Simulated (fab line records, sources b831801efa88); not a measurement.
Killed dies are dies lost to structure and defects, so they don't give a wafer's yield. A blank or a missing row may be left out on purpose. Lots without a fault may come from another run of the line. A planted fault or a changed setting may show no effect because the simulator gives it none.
fab line records | flow gf180mcu
record lots=10 wafers=30 last_day=34
route steps=602 shown V5@554 TOP_METAL@569
lots that met no fault: from a run of the same line without faults
start_h: hours from the record's first day to the start of the lot's first wafer shown | wait_h: hours since the lot's step before | " the same as in the row above | L1.1+2: a row that stands for several wafers | - no value, or no start given | * or withheld: withheld | < > ~ a bound
route shown NAME@n: a module of which the file shows steps, and the number in the route of the first | usual: mean/standard deviation of fault-free wafers | same: alike in all rows | chamber/n: place in a boat | sites: the reading at each site | _std_site: their standard deviation | _edge_site: outer sites' mean less inner sites' | radius_mm: how far each site lies from the wafer's centre | mask NAME#n: copy n | behind: the tool/chamber that last shaped the wafer | hold: why the lot was held/for how many hours/how that ended | device: the transistor (n, p or np) that didn't switch | end of line: the same wafers' tests at the end of the route | a step without rows: its recipe alone | killed: dies lost to structure and defects at the first sort, not the wafer's yield | map: a wafer's dies, x killed, . not, _ none there
set.NAME: the setting as run; set.NAME@STEP: as run at that earlier step | model.NAME: the simulator's own value behind a step, which no gauge read
steps of the route over a sample of lots; a table a step, a row a wafer
services: from which hour (start_h, from the record's first day; less than 0 if before it) a tool's chamber was out of use, for how many hours, and why
## steps
# step GF_V5_CD_MEAS_14
# recipe target_cd_nm=260
# usual cd_nm=259.7/1.2
# columns lot.wafer tool chamber start_h wait_h cd_nm
L882.1 cd_sem-02 - 629.89 0.1 259.9
L882.2 " - " " 260.7
L882.6 " - " " 260.6
L885.3 cd_sem-01 - 656.36 0.1 260.4
L885.5 " - " " 260.1
L885.6 " - " " 261.4
L886.2 cd_sem-01 - 660.16 0.1 257.9
L886.3 " - " " 258.8
L886.4 " - " " 259.0
L892.2 cd_sem-02 - 715.26 0.1 259.2
L892.3 " - " " 258.4
L892.4 " - " " 257.2
L894.2 cd_sem-01 - 724.66 0.1 259.6
L894.4 " - " " 260.3
L894.5 " - " " 259.2
L897.3 cd_sem-01 - 744.01 0.1 258.4
L897.5 " - " " 258.0
L897.6 " - " " 257.5
L900.3 cd_sem-02 - 757.61 0.1 261.8
L900.4 " - " " 262.4
L900.6 " - " " 262.1
L902.2 cd_sem-01 - 775.69 0.1 260.1
L902.4 " - " " 260.4
L902.6 " - " " 260.3
L903.1 cd_sem-02 - 776.02 0.1 260.1
L903.3 " - " " 259.7
L903.6 " - " " 260.2
L904.3 cd_sem-01 - 785.89 0.1 259.6
L904.4 " - " " 258.9
L904.5 " - " " 258.8
# step GF_V5_ETCH_16
# recipe chemistry=N2/H2 target_depth_a=withheld overetch_a=withheld time_s=withheld target=BARC ion_energy_ev=200 source_w=500 bias_w=100 pressure_mtorr=30 n2_flow_sccm=100 h2_flow_sccm=200
# usual drypump_motor_current_A=5.6/0.4 oes_product_au=0.855/0.0049 throttle_valve_pct=13.224/0.0093
# columns lot.wafer tool chamber start_h wait_h drypump_motor_current_A oes_product_au throttle_valve_pct
L882.1 rie_diel-03 0 630.05 0.0 5.8 0.850 13.224
L882.2 " 1 " " 5.0 0.851 13.223
L882.6 " 3 " " 5.7 0.854 13.214
L885.3 rie_diel-04 2 656.48 0.0 5.7 0.848 13.221
L885.5 " 0 " " 5.3 0.849 13.225
L885.6 " 3 " " 5.7 0.851 13.241
L886.2 rie_diel-02 0 660.30 0.0 5.0 0.853 13.209
L886.3 " 1 " " 5.5 0.859 13.233
L886.4 " 3 " " 6.6 0.852 13.222
L892.2 rie_diel-04 0 715.40 0.0 5.3 0.857 13.223
L892.3 " 3 " " 5.7 0.861 13.217
L892.4 " 1 " " 5.6 0.857 13.228
L894.2 rie_diel-04 2 724.80 0.0 5.8 0.859 13.223
L894.4 " 1 " " 5.6 0.856 13.229
L894.5 " 3 " " 5.7 0.852 13.221
L897.3 rie_diel-04 3 744.13 0.0 5.6 0.856 13.242
L897.5 " 3 " " 5.6 0.854 13.229
L897.6 " 0 " " 5.3 0.851 13.233
L900.3 rie_diel-03 1 757.73 0.0 5.0 0.855 13.223
L900.4 " 0 " " 5.8 0.858 13.218
L900.6 " 0 " " 5.8 0.854 13.225
L902.2 rie_diel-04 0 775.83 0.0 5.3 0.855 13.215
L902.4 " 3 " " 5.7 0.861 13.239
L902.6 " 2 " " 5.7 0.847 13.237
L903.1 rie_diel-03 2 776.18 0.0 5.8 0.858 13.216
L903.3 " 1 " " 5.0 0.853 13.221
L903.6 " 2 " " 5.8 0.852 13.222
L904.3 rie_diel-02 0 786.01 0.0 5.0 0.854 13.221
L904.4 " 3 " " 6.6 0.860 13.217
L904.5 " 2 " " 5.4 0.852 13.239
# step GF_TOP_METAL_SPUTTER_02
# recipe material=AlCu target_thk_nm=900 power_w=10600 chamber_pressure_pa=0.3 substrate_temp_c=250 gas=Ar time_s=47.82
# usual throttle_valve_pct=29.7/1.2
# columns lot.wafer tool chamber start_h wait_h throttle_valve_pct
L882.1 pvd_sputter-04 - 631.59 0.0 29.9
L882.2 " - " " 28.8
L882.6 " - " " 29.6
L885.3 pvd_sputter-01 - 658.00 0.0 28.7
L885.5 " - " " 30.2
L885.6 " - " " 29.9
L886.2 pvd_sputter-04 - 661.85 0.0 28.6
L886.3 " - " " 29.9
L886.4 " - " " 30.0
L892.2 pvd_sputter-04 - 716.92 0.0 31.1
L892.3 " - " " 30.0
L892.4 " - " " 28.9
L894.2 pvd_sputter-04 - 726.76 0.0 29.9
L894.4 " - " " 31.1
L894.5 " - " " 29.8
L897.3 pvd_sputter-02 - 745.65 0.0 30.4
L897.5 " - " " 31.9
L897.6 " - " " 29.3
L900.3 pvd_sputter-01 - 759.64 0.0 29.8
L900.4 " - " " 30.6
L900.6 " - " " 30.0
L902.2 pvd_sputter-01 - 777.35 0.0 27.5
L902.4 " - " " 28.7
L902.6 " - " " 30.0
L903.1 pvd_sputter-02 - 777.69 0.0 31.8
L903.3 " - " " 30.2
L903.6 " - " " 31.7
L904.3 pvd_sputter-01 - 787.56 0.0 30.6
L904.4 " - " " 27.3
L904.5 " - " " 29.0
# step GF_TOP_METAL_SPUTTER_04
# recipe material=TiN target_thk_nm=25 power_w=6500 time_s=20.8 chamber_pressure_pa=0.4
# usual throttle_valve_pct=29.7/1.2
# columns lot.wafer tool chamber start_h wait_h throttle_valve_pct
L882.1 pvd_sputter-04 - 631.65 0.0 30.0
L882.2 " - " " 28.7
L882.6 " - " " 29.8
L885.3 pvd_sputter-01 - 658.06 0.0 28.7
L885.5 " - " " 30.5
L885.6 " - " " 30.2
L886.2 pvd_sputter-04 - 661.91 0.0 28.9
L886.3 " - " " 30.1
L886.4 " - " " 30.2
L892.2 pvd_sputter-04 - 716.99 0.0 31.1
L892.3 " - " " 29.9
L892.4 " - " " 28.8
L894.2 pvd_sputter-04 - 726.82 0.0 30.0
L894.4 " - " " 30.8
L894.5 " - " " 29.7
L897.3 pvd_sputter-02 - 745.71 0.0 30.3
L897.5 " - " " 31.5
L897.6 " - " " 29.2
L900.3 pvd_sputter-01 - 759.70 0.0 30.1
L900.4 " - " " 30.3
L900.6 " - " " 30.1
L902.2 pvd_sputter-01 - 777.41 0.0 27.7
L902.4 " - " " 28.8
L902.6 " - " " 29.8
L903.1 pvd_sputter-02 - 777.75 0.0 31.5
L903.3 " - " " 30.4
L903.6 " - " " 31.7
L904.3 pvd_sputter-01 - 787.62 0.0 30.4
L904.4 " - " " 27.6
L904.5 " - " " 28.9
# step GF_TOP_METAL_RS_MEAS_05
# recipe thk_meas_gauge=four-point-probe reads=TiN_of_TOP_METAL_SPUTTER_04+Ti_of_TOP_METAL_SPUTTER_03+AlCu_of_TOP_METAL_SPUTTER_02+TiN_of_TOP_METAL_SPUTTER_01+Ti_of_TOP_METAL_SPUTTER_00
# usual TOP_METAL_ALCU_RS=0.0327/0.00031
# columns lot.wafer tool chamber start_h wait_h hold TOP_METAL_ALCU_RS[ohm/sq]
L882.1 film_metro-02 - 631.68 0.0 - 0.0329
L882.2 " - " " - 0.0326
L882.6 " - " " - 0.0328
L885.3 film_metro-02 - 658.13 0.1 - 0.0323
L885.5 " - " " - 0.0321
L885.6 " - " " - 0.0320
L886.2 film_metro-01 - 661.96 0.0 - 0.0327
L886.3 " - " " - 0.0329
L886.4 " - " " - 0.0333
L892.2 film_metro-04 - 717.03 0.0 await_dispo/0.2h/release 0.0374
L892.3 " - " " await_dispo/0.2h/release 0.0331
L892.4 " - " " await_dispo/0.2h/release 0.0329
L892.2 film_metro-04 - 717.32 0.3 - 0.0372
L892.3 " - " " - 0.0331
L892.4 " - " " - 0.0329
L894.2 film_metro-04 - 726.87 0.0 await_dispo/0.2h/release 0.0326
L894.4 " - " " await_dispo/0.2h/release 0.0371
L894.5 " - " " await_dispo/0.2h/release 0.0329
L894.2 film_metro-04 - 727.16 0.3 - 0.0327
L894.4 " - " " - 0.0372
L894.5 " - " " - 0.0329
L897.3 film_metro-02 - 745.78 0.1 - 0.0333
L897.5 " - " " - 0.0330
L897.6 " - " " - 0.0328
L900.3 film_metro-01 - 759.77 0.1 - 0.0331
L900.4 " - " " - 0.0328
L900.6 " - " " - 0.0331
L902.2 film_metro-01 - 777.46 0.0 - 0.0327
L902.4 " - " " - 0.0329
L902.6 " - " " - 0.0331
L903.1 film_metro-04 - 777.78 0.0 - 0.0329
L903.3 " - " " - 0.0332
L903.6 " - " " - 0.0331
L904.3 film_metro-01 - 787.69 0.1 - 0.0326
L904.4 " - " " - 0.0323
L904.5 " - " " - 0.0324
# step GF_TOP_METAL_THK_MEAS_06
# recipe thk_meas_gauge=xrf reads=AlCu_of_TOP_METAL_SPUTTER_02
# usual TOP_METAL_ALCU_THK=897/9.2
# columns lot.wafer tool chamber start_h wait_h hold TOP_METAL_ALCU_THK[nm]
L882.1 film_metro-02 - 631.80 0.1 - 892
L882.2 " - " " - 903
L882.6 " - " " - 899
L885.3 film_metro-02 - 658.23 0.1 - 911
L885.5 " - " " - 918
L885.6 " - " " - 916
L886.2 film_metro-01 - 662.07 0.1 - 895
L886.3 " - " " - 890
L886.4 " - " " - 880
L892.2 film_metro-04 - 719.88 2.5 await_dispo/0.2h/release 783
L892.3 " - " " await_dispo/0.2h/release 888
L892.4 " - " " await_dispo/0.2h/release 886
L892.2 film_metro-04 - 720.11 0.2 - 781
L892.3 " - " " - 887
L892.4 " - " " - 886
L894.2 film_metro-04 - 736.23 9.0 await_dispo/0.2h/release 894
L894.4 " - " " await_dispo/0.2h/release 787
L894.5 " - " " await_dispo/0.2h/release 886
L894.2 film_metro-04 - 736.45 0.2 - 892
L894.4 " - " " - 786
L894.5 " - " " - 885
L897.3 film_metro-02 - 745.88 0.1 - 877
L897.5 " - " " - 887
L897.6 " - " " - 897
L900.3 film_metro-01 - 759.87 0.1 - 890
L900.4 " - " " - 898
L900.6 " - " " - 891
L902.2 film_metro-01 - 777.57 0.1 - 899
L902.4 " - " " - 896
L902.6 " - " " - 892
L903.1 film_metro-04 - 777.90 0.1 - 892
L903.3 " - " " - 881
L903.6 " - " " - 884
L904.3 film_metro-01 - 787.79 0.1 - 898
L904.4 " - " " - 914
L904.5 " - " " - 906
# step GF_TOP_METAL_METAL_ETCH_16
# recipe chemistry=Cl2/BCl3 mask_material=NOVOLAK target_depth_nm=1077.5 stop_on=SiO2 pressure_mtorr=8 icp_w=800 bias_w=140 Cl2_flow_sccm=80 bcl3_flow_sccm=40 time_s=179.6
# usual bcl3_flow_sccm=40.00/0.13 drypump_motor_current_A=5.6/0.37 oes_product_au=0.968/0.007 throttle_valve_pct=28.256/0.011
# columns lot.wafer tool chamber start_h wait_h bcl3_flow_sccm drypump_motor_current_A oes_product_au rf_hours_counter_h throttle_valve_pct
L882.1 rie_metal-04 1 651.99 0.0 40.00 5.3 0.960 11 28.261
L882.2 " 0 " " 39.88 5.7 0.972 7 28.258
L882.6 " 1 " " 40.02 5.3 0.976 - 28.261
L885.3 rie_metal-03 0 677.97 0.1 40.00 6.4 0.976 - 28.262
L885.5 " 1 " " 40.02 5.5 0.979 - 28.259
L885.6 " 0 " " 40.02 6.4 0.984 - 28.229
L886.2 rie_metal-03 1 681.93 0.0 39.87 5.5 0.963 8 28.246
L886.3 " 1 " " 39.99 5.5 0.965 - 28.248
L886.4 " 0 " " 40.05 6.4 0.956 - 28.272
L892.2 rie_metal-04 0 733.98 0.0 39.93 5.7 0.906 10 28.318
L892.3 " 1 " " 39.86 5.3 0.963 - 28.282
L892.4 " 0 " " 40.12 5.8 0.968 - 28.270
L894.2 rie_metal-04 0 744.58 0.0 40.05 5.8 0.963 11 28.267
L894.4 " 1 " " 40.05 5.3 0.908 - 28.325
L894.5 " 1 " " 39.86 5.3 0.959 - 28.272
L897.3 rie_metal-03 1 762.40 0.1 40.04 5.5 0.961 - 28.271
L897.5 " 1 " " 40.01 5.5 0.959 - 28.267
L897.6 " 0 " " 39.84 6.3 0.965 - 28.256
L900.3 rie_metal-04 0 775.75 0.1 39.94 5.7 0.963 - 28.249
L900.4 " 0 " " 40.01 5.8 0.967 - 28.272
L900.6 " 0 " " 39.94 5.7 0.964 - 28.261
L902.2 rie_metal-04 1 793.46 0.1 40.10 5.3 0.969 - 28.254
L902.4 " 1 " " 40.27 5.3 0.969 - 28.272
L902.6 " 1 " " 40.10 5.3 0.960 - 28.253
L903.1 rie_metal-02 1 793.71 0.0 40.06 5.7 0.962 9 28.254
L903.3 " 1 " " 39.90 5.7 0.949 - 28.253
L903.6 " 1 " " 39.85 5.7 0.963 - 28.251
L904.3 rie_metal-04 0 802.66 0.1 40.03 5.7 0.971 - 28.263
L904.4 " 1 " " 40.01 5.3 0.974 - 28.247
L904.5 " 0 " " 39.86 5.7 0.973 - 28.258
## services
# columns tool chamber start_h hours kind
rie_diel-02 2 607.09 4.4 repair
rie_metal-02 - 607.76 0.8 repair
pvd_sputter-01 0 614.63 - consumable_replace:kit
pvd_sputter-01 0 614.63 18.0 scheduled_down
pvd_sputter-01 0 614.63 18.0 vent_cycle
rie_diel-02 1 642.19 5.3 repair
rie_diel-03 0 642.57 4.0 repair
rie_diel-04 3 662.23 1.9 repair
rie_diel-04 2 666.92 4.8 repair
rie_metal-03 - 669.41 2.8 pm
rie_diel-04 1 670.45 1.8 repair
pvd_sputter-02 - 689.71 9.4 repair
rie_diel-04 2 697.10 22.2 repair
rie_diel-04 1 697.78 3.5 repair
rie_diel-03 2 717.42 4.7 repair
rie_diel-02 1 722.82 1.3 repair
rie_diel-04 0 722.88 5.1 repair
rie_metal-02 - 730.42 1.6 repair
pvd_sputter-02 - 752.11 2.1 repair
rie_diel-04 - 753.31 15.6 pm
rie_diel-02 0 759.17 8.0 repair
rie_metal-02 0 784.42 2.3 repair
rie_metal-04 0 787.43 7.3 repair
rie_metal-02 - 794.83 0.1 repair
## key
first_sign step=GF_TOP_METAL_RS_MEAS_05 reading=visit direction=added
effect step=GF_TOP_METAL_RS_MEAS_05 reading=TOP_METAL_ALCU_RS direction=up sigmas=15 usual=0.0327 struck=0.0372
effect step=GF_TOP_METAL_THK_MEAS_06 reading=visit direction=added
effect step=GF_TOP_METAL_THK_MEAS_06 reading=TOP_METAL_ALCU_THK direction=down sigmas=12 usual=897 struck=785
effect step=GF_TOP_METAL_METAL_ETCH_16 reading=oes_product_au direction=down sigmas=8.6 usual=0.968 struck=0.907
met_at GF_TOP_METAL_SPUTTER_02
struck_lots L892,L894
struck_wafers L892.2,L894.4
not_acting_at GF_V5_CD_MEAS_14,GF_V5_ETCH_16,GF_TOP_METAL_SPUTTER_04
fault kind=process_parameter_drift tool=pvd_sputter-04 chamber=- onset_h=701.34 steps=GF_TOP_METAL_SPUTTER_02 channel=target_thk_nm offset=-109.82 shape=step end_h=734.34 acts_in=these_recipes_only stated=900 scope=struck_wafers_only
